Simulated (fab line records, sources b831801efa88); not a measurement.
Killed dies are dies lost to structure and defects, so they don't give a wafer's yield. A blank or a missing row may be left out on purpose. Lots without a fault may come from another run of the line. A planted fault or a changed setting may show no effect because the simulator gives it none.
A struck lot beside a sound one | flow gf180mcu | 16 steps out of a route of 602
Sound: wafers L606.1, L606.4, L606.6. Struck: wafers L618.1, L618.2, L618.6. The cause comes at the end.
At each step with rows: each side's tool, then ch and its chambers, then its first start. Under that, the readings that differ: sound wafers | struck wafers | difference of the means | sigmas: that difference in standard deviations of wafers without a fault.
alike: readings whose means differ by less than 2 such deviations, and words and numbers that are the same on both sides. not compared: withheld readings, readings that some wafer has no value for, bounds like >300 that may hide the same value, and numbers for which the record gives no deviation and whose values overlap.
The two part at a step that has a row with sigmas, a row that says differs or no value, or rows on one side only. Numbers that don't overlap but have no deviation are shown without sigmas and don't part them. A reading that every wafer of one side lacks parts them only if that side has two wafers or more.

GF_VT_IMPLANT_OVL_MEAS_18:
  sound on overlay-02, day 8 04:31; struck on overlay-01, day 10 21:55
  alike: VT_IMPLANT_01_OVL
then, 1 step without rows for these wafers: GF_VT_IMPLANT_IMPLANT_19.
GF_VT_IMPLANT_STRIP_20: strips in O2/N2.
  sound on plasma_asher-01 ch 0,1, day 8 04:43; struck on plasma_asher-03 ch 0,1, day 10 22:06
  alike: drypump_motor_current_A, heater_power_w, o2_flow_sccm, oes_product_au, strip_time_to_endpoint_s
  not compared: rf_hours_counter_h
GF_VT_IMPLANT_TW_MEAS_21:
  sound on film_metro-02, day 8 04:49; struck on film_metro-03, day 10 22:12
  alike: VT_IMPLANT_2_TW
then, 7 steps without rows for these wafers: GF_VT_IMPLANT_DEHYDRATE_22 (time 60 s); GF_VT_IMPLANT_HMDS_23 (prime time 60 s); GF_VT_IMPLANT_COAT_24 (resist thk 1000 nm); GF_VT_IMPLANT_SOFTBAKE_25 (time 60 s); GF_VT_IMPLANT_EXPOSE_26 (exposes mask LVPWELL HV AREA, target cd 860 nm); GF_VT_IMPLANT_PEB_27; GF_VT_IMPLANT_DEVELOP_28 (develop time 60 s).
GF_VT_IMPLANT_OVL_MEAS_29:
  sound on overlay-01, day 8 20:40; struck on overlay-01, day 11 17:00
  alike: VT_IMPLANT_02_OVL
GF_VT_IMPLANT_IMPLANT_30:
  sound on implanter-02 ch 0, day 8 20:42; struck on implanter-03, day 11 17:02
  no value came back on the struck wafers for beam_energy_keV, beam_on_s (s); on the sound wafers beam_energy_keV reads 24.996 24.995 25.009
GF_VT_IMPLANT_STRIP_31: strips in O2/N2.
  sound on plasma_asher-03 ch 0,1, day 8 20:51; struck on plasma_asher-01 ch 0,1, day 11 17:11
  alike: drypump_motor_current_A, heater_power_w, o2_flow_sccm, oes_product_au, strip_time_to_endpoint_s
  not compared: rf_hours_counter_h
GF_VT_IMPLANT_TW_MEAS_32:
  sound on film_metro-03, day 8 20:57; struck on film_metro-03, day 11 17:17
  reading         | sound             | struck         | difference | sigmas
  VT_IMPLANT_3_TW | 267.8 267.8 268.9 | 30.1 30.1 30.0 | -238.1     | -99 or more
then, 1 step without rows for these wafers: GF_VT_IMPLANT_DEHYDRATE_33 (time 60 s).

WHERE THEY PART
First at GF_VT_IMPLANT_IMPLANT_30; last, within this record, at GF_VT_IMPLANT_TW_MEAS_32.

WHY: what the simulator had put in
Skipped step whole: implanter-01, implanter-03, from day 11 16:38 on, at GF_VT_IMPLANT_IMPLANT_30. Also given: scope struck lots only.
